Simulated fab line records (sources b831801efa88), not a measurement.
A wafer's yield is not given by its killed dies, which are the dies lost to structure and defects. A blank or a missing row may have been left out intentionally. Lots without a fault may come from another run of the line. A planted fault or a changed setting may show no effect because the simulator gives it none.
The same fault as seen by 2 desks	flow gf180mcu	what lay behind the numbers comes last; until then each desk has only its own

== THE METROLOGY DESK ==
Means of the sampled wafers that have a number, per lot and without regard to the tool the lot ran on: this is what the gauges read. A lot is out of limits, marked OUT, if its mean lies more than 4 standard deviations from the usual mean; the brackets give that distance.
Columns: A = V1_W_RS at GF_V1_RS_MEAS_24, usual 0.328 ohm/sq; B = V1_W_THK at GF_V1_THK_MEAS_25, usual 340 nm
lot	first seen here	A	B
L156	day 18 09:17	0.330	337
L158	day 20 05:49	0.327	338
L163	day 22 07:11	0.336	334
L167	day 22 16:37	0.328	335
L176	day 25 19:39	0.327	341
L178	day 26 11:50	0.329	345
This desk found nothing out of limits on any of the 6 lots.

== AT THE TOOL OWNER'S DESK: pvd sputter-04 ==
The tool's own readings at GF_M2_SPUTTER_03 (material Ti, target thk 10 nm, time 6.7 s): means of the sampled wafers that have a number, for each lot that ran on this tool. A lot is out of limits, marked OUT, if its mean lies more than 4 standard deviations from the usual mean; the brackets give that distance.
Columns: A = cathode dc power W at GF_M2_SPUTTER_03, usual 3000.1 W; B = substrate temp c at GF_M2_SPUTTER_03, usual 300.02 C; C = throttle valve pct at GF_M2_SPUTTER_03, usual 30.3 %
lot	first seen here	A	B	C
L158	day 20 06:26	2999.7	299.96	30.8
L163	day 22 07:51	3138.5 (+99 or more) OUT	299.72	29.8
L167	day 22 17:14	3069.0 (+99 or more) OUT	300.03	30.4
This desk finds L163, L167 out of limits, L163 being first, at day 22 07:51 (cathode dc power W at GF_M2_SPUTTER_03). L158: within limits.

== PUT TOGETHER ==
The tool owner's desk had the chance to raise an alarm at day 22 07:51 on L163, L167.
Nothing out of limits was seen by the metrology desk.
The metrology desk has L163, L167 on record, within its limits.
The lots listed all ran GF_M2_SPUTTER_03 on pvd sputter-04.

== WHAT THE SIMULATOR HAD INSERTED ==
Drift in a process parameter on pvd sputter-04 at GF_M2_SPUTTER_03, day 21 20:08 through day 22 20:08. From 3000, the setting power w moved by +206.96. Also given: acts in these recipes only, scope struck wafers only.
Shown lots that were struck: L163, L167.
How many hours passed from the start of the fault until each desk's first out-of-limits reading: the tool owner's desk, 12.
